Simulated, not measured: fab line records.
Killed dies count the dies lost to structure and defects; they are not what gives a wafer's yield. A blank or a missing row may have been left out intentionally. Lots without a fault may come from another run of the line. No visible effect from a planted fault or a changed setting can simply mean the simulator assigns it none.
Which tool was responsible?	flow sky130	Sampling: 15 lots, 45 wafers, 6 of 708 route steps

WHAT THE GAUGES READ, wafer by wafer
SKY_LOCAL_INTERCONNECT_RS_MEAS_01: uses a four-point probe to measure.
lot	measured	on	LOCAL_INTERCONNECT_TIN_RS (ohm/sq)
L420	day 29 01:03	film metro-02	14.04 14.24 14.02
L422	day 29 22:59	film metro-03	13.88 13.96 14.03
L423	day 29 23:20	film metro-02	14.25 14.05 14.23
L425	day 30 23:27	film metro-02	14.25 14.33 14.19
L426	day 31 01:44	film metro-02	13.88 14.20 13.77
L427	day 31 09:22	film metro-04	13.87 14.10 13.96
L433	day 33 14:43	film metro-03	14.09 14.17 14.01
L435	day 35 18:37	film metro-02	14.06 13.79 13.99
L438	day 35 21:07	film metro-04	14.32 13.94 14.24
L439	day 35 23:20	film metro-02	14.06 14.02 13.91
L437	day 35 23:42	film metro-04	14.07 13.75 14.10
L441	day 36 01:22	film metro-04	14.00 13.68 14.07
L440	day 36 02:50	film metro-04	14.30 13.82 14.19
L442	day 36 05:19	film metro-02	13.96 14.41 14.47
L443	day 36 16:25	film metro-03	14.03 13.99 14.21

SKY_CONTACT_CD_MEAS_14: target cd 170 nm.
lot	measured	on	cd nm (nm)
L420	day 31 09:00	cd sem-01	169.7 168.0 167.8
L422	day 32 07:00	cd sem-02	170.2 169.9 170.4
L423	day 32 07:22	cd sem-01	169.9 170.0 169.9
L425	day 33 06:31	cd sem-02	168.4 168.1 169.1
L426	day 33 09:17	cd sem-02	166.8 167.5 168.4
L427	day 33 16:50	cd sem-02	169.1 170.8 169.8
L433	day 35 20:43	cd sem-02	169.1 170.0 170.9
L435	day 37 20:49	cd sem-01	168.2 168.0 167.9
L438	day 38 00:19	cd sem-02	168.2 168.2 167.8
L439	day 38 02:48	cd sem-01	168.7 167.5 167.6
L437	day 38 03:09	cd sem-01	169.4 169.6 171.7
L441	day 38 04:07	cd sem-02	170.7 170.7 173.1
L440	day 38 05:25	cd sem-01	165.2 166.8 166.2
L442	day 38 06:50	cd sem-02	170.1 170.6 170.5
L443	day 38 16:02	cd sem-01	167.2 166.8 167.7

SKY_VIA1_OVL_MEAS_13.
lot	measured	on	VIA1_OVL (nm)
L420	day 33 18:14	overlay-01	2 -3 3
L422	day 34 14:53	overlay-01	7 -8 -2
L423	day 34 15:26	overlay-01	4 7 2
L433	day 38 01:47	overlay-01	4 8 7
L435	day 39 22:59	overlay-01	-3 -4 -6
L438	day 40 04:47	overlay-02	13 -1 4
L439	day 40 06:48	overlay-02	-2 -3 -11
L437	day 40 07:14	overlay-02	2 5 1
L441	day 40 08:11	overlay-02	1 1 3
L440	day 40 09:08	overlay-02	-7 -3 -3
L442	day 40 11:46	overlay-02	5 6 6
L443	day 40 19:32	overlay-02	7 -1 5

TOOL THAT RAN EACH LOT (tool first, then ch and the chambers of the sampled wafers, then the start)
lot	SKY_METAL1_ETCH_18	SKY_METAL1_METAL_ETCH_19	SKY_METAL1_STRIP_20
L420	rie metal-02 ch 0, day 32 14:05	rie metal-02 ch 0, day 32 14:13	plasma asher-04 ch 0,1, day 32 14:23
L422	rie metal-02 ch 0,1, day 33 11:33	rie metal-02 ch 0,1, day 33 11:37	plasma asher-04 ch 0,1, day 33 11:42
L423	rie metal-03 ch 1, day 33 11:54	rie metal-03 ch 1, day 33 11:58	plasma asher-01 ch 0,1, day 33 12:03
L425	rie metal-03 ch 0,1, day 34 10:24	rie metal-03 ch 0,1, day 34 10:28	plasma asher-02 ch 0, day 34 10:33
L426	rie metal-01 ch 0,1, day 34 13:37	rie metal-01 ch 0,1, day 34 13:41	plasma asher-01 ch 0,1, day 34 13:47
L427	rie metal-01 ch 0, day 34 20:32	rie metal-01 ch 0, day 34 20:41	plasma asher-02 ch 0,1, day 34 20:50
L433	rie metal-01 ch 0,1, day 37 01:00	rie metal-01 ch 0,1, day 37 01:04	plasma asher-04 ch 0,1, day 37 01:09
L435	rie metal-03 ch 1, day 38 19:48	rie metal-03 ch 1, day 38 19:52	plasma asher-04 ch 1, day 38 19:58
L438	rie metal-03 ch 0, day 39 02:41	rie metal-03 ch 0, day 39 02:45	plasma asher-02 ch 0,1, day 39 02:50
L439	rie metal-03 ch 0,1, day 39 04:54	rie metal-03 ch 0,1, day 39 04:58	plasma asher-01 ch 0,1, day 39 05:03
L437	rie metal-01 ch 0, day 39 05:56	rie metal-01 ch 0, day 39 06:04	plasma asher-01 ch 0,1, day 39 06:14
L441	rie metal-03 ch 0,1, day 39 06:35	rie metal-03 ch 0,1, day 39 06:39	plasma asher-02 ch 0,1, day 39 06:44
L440	rie metal-02 ch 1, day 39 08:07	rie metal-02 ch 1, day 39 08:10	plasma asher-02 ch 0,1, day 39 08:16
L442	rie metal-01 ch 0, day 39 08:51	rie metal-01 ch 0, day 39 08:59	plasma asher-01 ch 0,1, day 39 09:08
L443	rie metal-01 ch 0, day 39 18:44	rie metal-01 ch 0, day 39 18:53	plasma asher-04 ch 0,1, day 39 19:02
- SKY_METAL1_ETCH_18: etches BARC in N2/H2, stops on SiO2, time 45.9 s, target depth 60 nm.
- SKY_METAL1_METAL_ETCH_19: etches the open film in Cl2/BCl3, stops on SiO2, target depth 360 nm, time 78 s.
- SKY_METAL1_STRIP_20: strips in O2/N2.

WHAT THE TOOLS THEMSELVES READ (means of the sampled wafers that have a number; where no wafer has one, the mark that the record gives instead)
SKY_METAL1_ETCH_18.
lot	tool	bias w (W)	chamber pressure mTorr (mTorr)	drypump motor current A (A)	oes product au (a.u.)	throttle valve pct (%)
L420	rie metal-02	99.96	29.99	5.5	0.859	13.224
L422	rie metal-02	100.00	30.00	5.6	0.852	13.229
L423	rie metal-03	99.75	29.99	5.9	0.851	13.220
L425	rie metal-03	-	-	-	-	-
L426	rie metal-01	-	-	-	-	-
L427	rie metal-01	-	-	-	-	-
L433	rie metal-01	100.09	29.99	5.9	0.855	13.209
L435	rie metal-03	99.84	29.98	5.9	0.858	13.221
L438	rie metal-03	100.19	29.99	6.4	0.858	13.224
L439	rie metal-03	99.51	30.01	6.1	0.854	13.225
L437	rie metal-01	100.08	29.98	6.3	0.851	13.220
L441	rie metal-03	99.97	30.00	6.0	0.854	13.228
L440	rie metal-02	100.27	29.99	5.7	0.854	13.229
L442	rie metal-01	100.16	30.00	6.3	0.856	13.222
L443	rie metal-01	99.68	30.02	6.3	0.853	13.225

SKY_METAL1_METAL_ETCH_19.
lot	tool	bcl3 flow sccm (sccm)	bias w (W)	chamber pressure mTorr (mTorr)	drypump motor current A (A)	mfc cl2 sccm (sccm)	oes product au (a.u.)	throttle valve pct (%)
L420	rie metal-02	29.89	48.51	9.996	5.5	60.14	0.853	22.265
L422	rie metal-02	29.96	48.45	9.995	5.6	60.00	0.846	22.265
L423	rie metal-03	30.09	48.46	10.001	5.9	60.17	0.863	22.261
L425	rie metal-03	30.07	48.59	10.004	6.1	59.95	0.371	22.271
L426	rie metal-01	29.95	48.65	9.987	5.9	59.90	0.378	22.261
L427	rie metal-01	29.86	48.47	9.995	6.3	60.06	0.376	22.262
L433	rie metal-01	29.99	48.36	10.000	5.9	59.95	0.854	22.256
L435	rie metal-03	29.99	48.59	10.003	5.9	60.09	0.850	22.256
L438	rie metal-03	29.96	48.56	9.995	6.4	60.00	0.849	22.270
L439	rie metal-03	30.06	48.44	9.998	6.0	59.86	0.857	22.264
L437	rie metal-01	29.92	48.55	10.007	6.3	60.22	0.855	22.273
L441	rie metal-03	30.02	48.57	9.999	6.0	59.99	0.853	22.268
L440	rie metal-02	30.12	48.60	9.997	5.7	59.94	0.845	22.258
L442	rie metal-01	30.02	48.49	10.007	6.3	59.98	0.849	22.268
L443	rie metal-01	30.01	48.44	9.995	6.3	59.80	0.859	22.264

SKY_METAL1_STRIP_20.
lot	tool	chamber pressure mTorr (mTorr)	drypump motor current A (A)	o2 flow sccm (sccm)	oes product au (a.u.)	strip time to endpoint s (s)
L420	plasma asher-04	1501.3	5.47	2993	0.351	2.79
L422	plasma asher-04	1499.7	5.49	3001	0.341	2.73
L423	plasma asher-01	1500.1	5.30	3003	0.349	2.73
L425	plasma asher-02	1500.5	5.89	3006	0.363	3.19
L426	plasma asher-01	1500.0	5.28	3007	0.361	3.12
L427	plasma asher-02	1500.3	5.74	3001	0.361	3.12
L433	plasma asher-04	1500.4	5.54	3006	0.338	2.70
L435	plasma asher-04	1498.1	5.41	2999	0.348	2.79
L438	plasma asher-02	1499.7	5.64	2993	0.346	2.78
L439	plasma asher-01	1500.5	5.27	3000	0.348	2.79
L437	plasma asher-01	1500.1	5.30	3000	0.339	2.62
L441	plasma asher-02	1501.3	5.66	2991	0.341	2.74
L440	plasma asher-02	1498.1	5.67	2999	0.342	2.62
L442	plasma asher-01	1499.8	5.28	2998	0.339	2.59
L443	plasma asher-04	1500.0	5.48	2999	0.341	2.64

THE ANSWER, worked out from the rows above alone
Rule: usual is defined by the lots themselves. Put in order of their means at a reading, lots are off if they are a third of the lots or fewer, leave a main group of 4 or more, and stand apart from it by a gap of 3 or more times the standard deviation of the main group's means; of several such gaps the widest counts. A main group whose means are all the same, to the digits that the tables above print for the reading, isn't used. Also off: a lot with no number at a reading for which 4 or more lots have one. Where the step has rows for the other lots, those lots are counted as sound. First the gauges in route order, then the tools' own readings, where a lot's mean is used as printed above. The first step at which some lot is off is used, and at that step the reading that is off furthest; a lot without a number counts as furthest.
Off at SKY_METAL1_ETCH_18 (bias w): L425, L426, L427. Without a number there: L425, L426, L427. Main group: mean 99.96 W, sd 0.22.
If a tool, at that step or one of the process steps before it, ran each lot that is off and ran no sound lot following the first of them, it fits. Not one of the candidates tried fits.

WHAT THE SIMULATOR HAD PUT IN
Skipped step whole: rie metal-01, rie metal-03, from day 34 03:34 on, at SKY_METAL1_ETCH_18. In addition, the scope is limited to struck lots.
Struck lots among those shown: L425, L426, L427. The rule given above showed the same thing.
